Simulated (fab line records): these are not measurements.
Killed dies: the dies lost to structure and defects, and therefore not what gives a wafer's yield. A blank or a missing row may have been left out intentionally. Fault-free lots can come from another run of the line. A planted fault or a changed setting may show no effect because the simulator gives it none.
One fault seen from 2 desks :: flow gf180mcu :: each desk has only its own numbers; what lay behind them comes last

## FOR THE TOOL OWNER'S DESK: lithoTrack-02
The tool's own readings at GF_POLY_GATE_COAT_05 (resist thk 700 nm): means of the sampled wafers that have a number, for each lot that ran on this tool. The brackets show how far a lot's mean lies from the usual mean; more than 4 standard deviations puts the lot out of limits, marked OUT.
Columns: A = dispensePressureKPa at GF_POLY_GATE_COAT_05, usual 47.9 kPa; B = exhaustPa at GF_POLY_GATE_COAT_05, usual 44.8 Pa
lot: L814
first seen here: day 12 08:00
A: 53.2
B: 44.7

lot: L821
first seen here: day 14 12:00
A: 53.2
B: 44.8

lot: L824
first seen here: day 15 04:00
A: 53.1
B: 46.0
This desk found nothing out of limits on any of the 3 lots.

## THE METROLOGY DESK
What the gauges read for every lot (on any tool): the sampled wafers with a number, averaged. The brackets show how far a lot's mean lies from the usual mean; more than 4 standard deviations puts the lot out of limits, marked OUT.
Columns: A = DUAL_GATE_OVL at GF_DUAL_GATE_OVL_MEAS_11, usual 0.1 nm; B = POLY_GATE_CVD_00_THK at GF_POLY_GATE_THK_MEAS_01, usual 201.0 nm; C = cdNm at GF_POLY_GATE_CD_MEAS_10, usual 279.5 nm
lot: L814
first seen here: day 11 19:21
A: -0.9
B: 203.0
C: 279.1

lot: L816
first seen here: day 12 19:54
A: 0.7
B: 199.2
C: 277.9

lot: L821
first seen here: day 13 21:59
A: -0.7
B: 200.3
C: 278.3

lot: L823
first seen here: day 14 12:01
A: 1.3
B: 199.3
C: 280.9

lot: L824
first seen here: day 14 13:47
A: -1.3
B: 200.6
C: 278.8

lot: L825
first seen here: day 14 23:20
A: 1.7
B: 199.9
C: 280.9
This desk found nothing out of limits on any of the 6 lots.

## BROUGHT TOGETHER
Nothing out of limits was seen by the tool owner's desk.
The metrology desk saw nothing out of limits.

## WHAT WAS PUT IN BY THE SIMULATOR
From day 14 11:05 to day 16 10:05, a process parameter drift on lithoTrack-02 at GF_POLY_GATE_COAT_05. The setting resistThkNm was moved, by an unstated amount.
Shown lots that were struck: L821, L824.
